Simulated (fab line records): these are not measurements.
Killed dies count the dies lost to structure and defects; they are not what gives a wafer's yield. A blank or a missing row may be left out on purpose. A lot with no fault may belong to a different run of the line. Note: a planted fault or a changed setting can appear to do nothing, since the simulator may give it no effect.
Which tool did it?    flow sky130    13 lots with 39 wafers sampled at 3 steps, on a route of 708 steps

WHAT THE GAUGES READ, wafer by wafer
SKY_LI_CONTACT_THK_MEAS_01.
lot   measured      on             LI_CONTACT_HDPCVD_THK (nm)
L676  day 28 07:17  film-metro-01  918 923 918
L684  day 31 08:19  film-metro-01  924 932 933
L685  day 31 17:10  film-metro-01  949 931 938
L687  day 31 22:26  film-metro-01  942 955 939
L688  day 32 08:36  film-metro-03  933 949 951
L689  day 32 12:03  film-metro-03  921 923 932
L691  day 33 12:26  film-metro-03  919 920 913
L692  day 33 21:49  film-metro-04  948 930 944
L693  day 33 22:48  film-metro-04  932 924 932
L694  day 34 03:52  film-metro-04  920 927 922
L695  day 34 09:21  film-metro-03  914 923 922
L696  day 34 19:22  film-metro-04  921 908 908
L698  day 35 05:25  film-metro-03  931 932 944

SKY_LI_CONTACT_RS_MEAS_22: measurement is done with a four-point probe.
lot   measured      on             LI_CONTACT_W_RS (ohm/sq)
L676  day 29 12:50  film-metro-04  0.291 0.282 0.280
L684  day 32 12:17  film-metro-01  0.278 0.286 0.276
L685  day 32 20:35  film-metro-03  0.285 0.285 0.275
L687  day 33 02:17  film-metro-03  0.287 0.282 0.280
L688  day 33 12:38  film-metro-03  0.280 0.288 0.280
L689  day 33 16:43  film-metro-04  0.281 0.283 0.283
L691  day 34 15:53  film-metro-01  0.287 0.288 0.287
L692  day 35 00:52  film-metro-01  0.278 0.278 0.290
L693  day 35 02:24  film-metro-03  0.284 0.289 0.287
L694  day 35 07:58  film-metro-03  0.279 0.291 0.282
L695  day 35 12:29  film-metro-01  0.277 0.285 0.277
L696  day 35 22:36  film-metro-01  0.285 0.285 0.290
L698  day 36 08:57  film-metro-01  0.277 0.277 0.278

WHAT TOOL EACH LOT RAN ON (gives the tool, then ch and the chambers of the sampled wafers, and finally the start)
lot   SKY_SONOS_ONO_WET_ETCH_18
L676  wet-bench-01 ch 1, day 12 23:12
L684  wet-bench-01 ch 3, day 15 23:03
L685  wet-bench-01 ch 1, day 16 12:42
L687  wet-bench-02 ch 3, day 16 17:04
L688  wet-bench-01 ch 3, day 17 04:27
L689  wet-bench-01 ch 3, day 17 06:32
L691  wet-bench-01 ch 3, day 18 10:14
L692  wet-bench-01 ch 2, day 18 20:30
L693  wet-bench-04 ch 2, day 18 23:56
L694  wet-bench-01 ch 1, day 19 01:15
L695  wet-bench-01 ch 0, day 19 12:26
L696  wet-bench-02 ch 0, day 19 20:09
L698  wet-bench-02 ch 0, day 20 12:41
- SKY_SONOS_ONO_WET_ETCH_18: etches Si3N4 in H3PO4, target depth 15 nm, time 172 s.

AS READ BY THE TOOLS THEMSELVES (means over the sampled wafers that have a number; for cases with no such wafer, the mark the record gives instead)
SKY_SONOS_ONO_WET_ETCH_18.
lot   tool          bath-guard-temp-C (C)  bath-heat-duty-pct (%)
L676  wet-bench-01  160.1                  23.3
L684  wet-bench-01  -                      -
L685  wet-bench-01  -                      -
L687  wet-bench-02  159.2                  27.1
L688  wet-bench-01  159.8                  27.3
L689  wet-bench-01  159.7                  28.5
L691  wet-bench-01  159.6                  28.3
L692  wet-bench-01  160.8                  26.5
L693  wet-bench-04  159.6                  23.6
L694  wet-bench-01  160.3                  23.4
L695  wet-bench-01  160.2                  21.6
L696  wet-bench-02  159.7                  28.3
L698  wet-bench-02  160.0                  27.1

THE ANSWER, worked out from the rows above alone
Rule: what is usual is taken from the lots themselves. Put in order of their means at a reading, lots are off if they are a third of the lots or fewer, leave a main group of 4 or more, and stand apart from it by a gap of 3 or more times the standard deviation of the main group's means; of several such gaps the widest counts. A main group whose means are all the same, to the digits that the tables above print for the reading, isn't used. A lot without any number at a reading at which 4 lots or more have one is off too. The other lots that the step has rows for count as sound. Order of review: gauges by route order, followed by the tools' own readings, for which a lot's mean as printed above is used. At the first step where some lot is off, the reading lying furthest off is the one used; lots without a number count as furthest.
Off: L684, L685 (SKY_SONOS_ONO_WET_ETCH_18, bath-guard-temp-C). Without a number there: L684, L685. The main group: mean 159.9 C, standard deviation 0.41.
If a tool, at that step or one of the process steps before it, ran each lot that is off and ran no sound lot following the first of them, it fits. Of those tried, none fits.

WHAT HAD BEEN PUT IN BY THE SIMULATOR
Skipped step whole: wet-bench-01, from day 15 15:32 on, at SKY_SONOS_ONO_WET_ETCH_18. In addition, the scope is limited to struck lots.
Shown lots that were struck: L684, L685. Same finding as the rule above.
